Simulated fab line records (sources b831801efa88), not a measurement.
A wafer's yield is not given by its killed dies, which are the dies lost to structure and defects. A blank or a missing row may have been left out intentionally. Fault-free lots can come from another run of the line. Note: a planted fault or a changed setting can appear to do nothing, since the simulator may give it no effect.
A lot that was struck, set against a sound lot | flow sky130 | 16 steps out of a route of 708
Sound: the wafers L916.2, L916.4, L916.5. Struck: wafers L923.1, L923.2, L923.4. At the end, the cause is stated.
Each step with rows lists, per side, the tool, then ch with its chambers, then its first start. Under that, the readings that differ: sound wafers | struck wafers | difference of the means | sigmas: that difference in standard deviations of wafers without a fault.
alike: readings with means less than 2 such deviations apart, plus words and numbers identical on both sides. not compared: withheld readings, readings lacking a value on some wafer, bounds such as >300 that could conceal the same value, and numbers that have no deviation in the record and whose values overlap.
Wherever a step has rows on one side only, a row that says differs or no value, or a row with sigmas, the two part there. Non-overlapping numbers with no deviation appear without sigmas and do not part them. Lack of a reading on every wafer of one side parts them only where that side has two or more wafers.

first, 1 step without rows for these wafers: SKY_VT_ADJUST_LVTN_IMPLANT_19.
SKY_VT_ADJUST_LVTN_STRIP_20: strips in O2/N2.
  sound on plasmaAsher-04 ch 0,1, day 8 07:22; struck on plasmaAsher-04 ch 0,1, day 11 05:01
  alike: drypumpMotorCurrentA, oesProductAu, stripTimeToEndpointS
  not compared: rfHoursCounterH
SKY_VT_ADJUST_LVTN_TW_MEAS_21:
  sound: filmMetro-01 at day 8 07:28; struck: filmMetro-02 at day 11 05:07
  alike: VT_ADJUST_LVTN_2_TW
then, 7 steps without rows for these wafers: SKY_VT_ADJUST_NCORE_DEHYDRATE_00 (time 60 s); SKY_VT_ADJUST_NCORE_HMDS_01 (prime time 60 s); SKY_VT_ADJUST_NCORE_COAT_02 (resist thk 1140 nm); SKY_VT_ADJUST_NCORE_SOFTBAKE_03 (time 60 s); SKY_VT_ADJUST_NCORE_EXPOSE_04 (exposes mask LVTN COMPLEMENT THIN, target cd 380 nm); SKY_VT_ADJUST_NCORE_PEB_05; SKY_VT_ADJUST_NCORE_DEVELOP_06 (develop time 60 s).
SKY_VT_ADJUST_NCORE_CD_MEAS_07 targets a cd of 380 nm.
  sound: cdSem-01 at day 9 03:26; struck: cdSem-02 at day 12 04:50
reading   | sound             | struck            | difference | sigmas
cdNm (nm) | 382.3 382.6 382.5 | 373.1 375.3 375.1 | -8.0       | -3
SKY_VT_ADJUST_NCORE_OVL_MEAS_08:
  sound: overlay-02 at day 9 03:32; struck: overlay-02 at day 12 04:57
  alike: VT_ADJUST_NCORE_OVL
SKY_VT_ADJUST_NCORE_IMPLANT_09:
  sound on implanter-04 ch 0, day 9 03:36; struck on implanter-04 ch 0, day 12 04:59
reading          | sound                            | struck                           | difference  | sigmas
doseIonsCm2      | 2.4013e+12 2.3968e+12 2.4023e+12 | 2.2152e+12 2.2153e+12 2.2117e+12 | -1.8607e+11 | -74
faradayCurrentUA | 13.53 13.26 13.95                | 12.74 12.29 12.77                | -0.98       | -4
SKY_VT_ADJUST_NCORE_STRIP_10: strips in O2/N2.
  sound on plasmaAsher-02 ch 0,1, day 9 03:43; struck on plasmaAsher-03 ch 0,1, day 12 05:08
reading                  | sound             | struck            | difference | sigmas
stripTimeToEndpointS (s) | 14.14 14.13 14.14 | 14.29 14.29 14.20 | +0.12      | +3
  alike: drypumpMotorCurrentA, oesProductAu
  not compared: rfHoursCounterH
SKY_VT_ADJUST_NCORE_TW_MEAS_11:
  sound: filmMetro-03 at day 9 03:50; struck: filmMetro-04 at day 12 05:28
reading            | sound             | struck            | difference | sigmas
VT_ADJUST_NCORE_TW | 216.9 218.1 217.2 | 212.1 210.6 210.9 | -6.2       | -4
  not compared: hold
-- the record jumps here: 37 days lie between the struck wafers' starts before and after (it left off in module VT_ADJUST_NCORE and takes up again in module PAD_OPEN, whose first step shown is number 708 of the route) --
SKY_PAD_OPEN_PROBE_99:
  sound: prober-01 at day 46 05:50; struck: prober-01 at day 48 18:41
reading                               | sound                         | struck                        | difference | sigmas
killedAtOther                         | 2 3 0                         | 0 1 0                         | -1         | -2
model.etest.nfet_16v.rOnOhmUm         | 1.371e+04 1.374e+04 1.373e+04 | 1.382e+04 1.386e+04 1.383e+04 | +1.100e+02 | 
model.etest.resPwellUnderGate.rsOhmSq | 2250 2254 2266                | 2288 2300 2298                | +39        | 
model.etest.pfetG5v0d10v5.offLog10AUm | -12.87 -13.01 -12.97          | -13.44 -13.29 -13.43          | -0.44      | 
model.etest.pfetG5v0d10v5.vtSatV (V)  | -0.6716 -0.7 -0.6691          | -0.7565 -0.7296 -0.7417       | -0.0624    | 
model.etest.pfet_16v.vtV (V)          | -1.124 -1.124 -1.121          | -1.188 -1.179 -1.188          | -0.062     | 
model.etest.pfetG5v0d10v5.vtV (V)     | -0.8494 -0.8746 -0.8475       | -0.9414 -0.9069 -0.9183       | -0.0650    | 
model.etest.pfetG5v0d10v5.vtLongV (V) | -0.9485 -0.9438 -0.9436       | -1.014 -1 -1.01               | -0.063     | 
  alike: killed_at_M0_to_M3, killed_at_M4_up, killedAtContacts, killedAtFrontEnd, killedDies, killedOpen, killedShort
  not compared: model.etest.pfet_16v.driveUaUm

== WHERE THEY PART ==
Earliest at SKY_VT_ADJUST_NCORE_CD_MEAS_07; latest, in this record, at SKY_PAD_OPEN_PROBE_99.

WHY: what the simulator had put in
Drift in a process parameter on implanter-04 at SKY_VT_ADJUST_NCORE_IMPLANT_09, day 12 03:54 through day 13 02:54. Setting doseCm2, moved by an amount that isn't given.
